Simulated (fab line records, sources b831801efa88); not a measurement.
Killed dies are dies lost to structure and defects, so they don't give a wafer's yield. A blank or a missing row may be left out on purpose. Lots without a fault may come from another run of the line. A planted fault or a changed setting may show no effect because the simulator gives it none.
Split-lot experiment | flow sky130 | 5 lots, 23 wafers read, on a route of 708 steps

THE SPLIT
At SKY_SONOS_ONO_OXIDATION_00 (stabilise 600 s, purge 300 s, target thk 2.6 nm), the setting temp_c was moved away from the recipe's 800 C on 15 of the 23 wafers read, by -2.0% to -1.6%. The other wafers ran this setting at the recipe's value.

The file shows no step between the split and the reading.

THE READING
SONOS_ONO_OXIDATION_THK, in nm, at SKY_SONOS_ONO_THK_MEAS_01. Fault-free wafers of this fab line usually give 2.61 nm, standard deviation 0.053 nm.

wafer  | tool, chamber at the split | temp_c as run, C | against the recipe | SONOS_ONO_OXIDATION_THK, nm | against lot-mates on the recipe
L076.1 | -, -                       | 785.7            | -1.8%              | 2.05                        | no lot-mate on the recipe
L076.2 | -, -                       | 785.7            | -1.8%              | 2.07                        | no lot-mate on the recipe
L076.3 | -, -                       | 785.7            | -1.8%              | 2.08                        | no lot-mate on the recipe
L076.4 | -, -                       | 785.7            | -1.8%              | 2.12                        | no lot-mate on the recipe
L076.5 | -, -                       | 785.7            | -1.8%              | 2.08                        | no lot-mate on the recipe
L078.2 | furnace-02, 0              | 800              | recipe             | 2.54                        | -
L078.5 | furnace-02, 0              | 800              | recipe             | 2.50                        | -
L078.6 | furnace-02, 0              | 800              | recipe             | 2.50                        | -
L079.2 | -, -                       | 783.9            | -2.0%              | 2.08                        | no lot-mate on the recipe
L079.3 | -, -                       | 783.9            | -2.0%              | 2.07                        | no lot-mate on the recipe
L079.4 | -, -                       | 783.9            | -2.0%              | 2.03                        | no lot-mate on the recipe
L079.5 | -, -                       | 783.9            | -2.0%              | 2.10                        | no lot-mate on the recipe
L079.6 | -, -                       | 783.9            | -2.0%              | 2.10                        | no lot-mate on the recipe
L080.1 | -, -                       | 800              | recipe             | 2.64                        | -
L080.2 | -, -                       | 800              | recipe             | 2.56                        | -
L080.3 | -, -                       | 800              | recipe             | 2.63                        | -
L080.4 | -, -                       | 800              | recipe             | 2.66                        | -
L080.5 | -, -                       | 800              | recipe             | 2.65                        | -
L085.1 | -, -                       | 787.4            | -1.6%              | 2.23                        | no lot-mate on the recipe
L085.2 | -, -                       | 787.4            | -1.6%              | 2.10                        | no lot-mate on the recipe
L085.3 | -, -                       | 787.4            | -1.6%              | 2.13                        | no lot-mate on the recipe
L085.5 | -, -                       | 787.4            | -1.6%              | 2.16                        | no lot-mate on the recipe
L085.6 | -, -                       | 787.4            | -1.6%              | 2.17                        | no lot-mate on the recipe

THE FIT
A straight line over all 23 wafers: SONOS_ONO_OXIDATION_THK changes by +0.266 nm for each +1% of temp_c; r = +0.98; the points scatter about the line by 0.051 nm.
Too few moved wafers have a lot-mate on the recipe to fit a line with each lot's own level taken away.

THE WHOLE CHAIN: every reading that the file lists as answering this split, in the file's order
step                       | what it does                                    | reading                                                                                | change (the file's fit)               | r (the file's)
SKY_SONOS_ONO_OXIDATION_00 | stabilise 600 s, purge 300 s, target thk 2.6 nm | SiO2_of_SONOS_ONO_OXIDATION_00.thk_nm (the simulator's own value, which no gauge read) | +0.273 nm for each +1% of the setting | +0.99
SKY_SONOS_ONO_THK_MEAS_01  |                                                 | SONOS_ONO_OXIDATION_THK                                                                | +0.266 for each +1% of the setting    | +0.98

THE FILE'S OWN FIT
SONOS_ONO_OXIDATION_THK changes by +0.266 nm for each +1% of temp_c, r = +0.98.
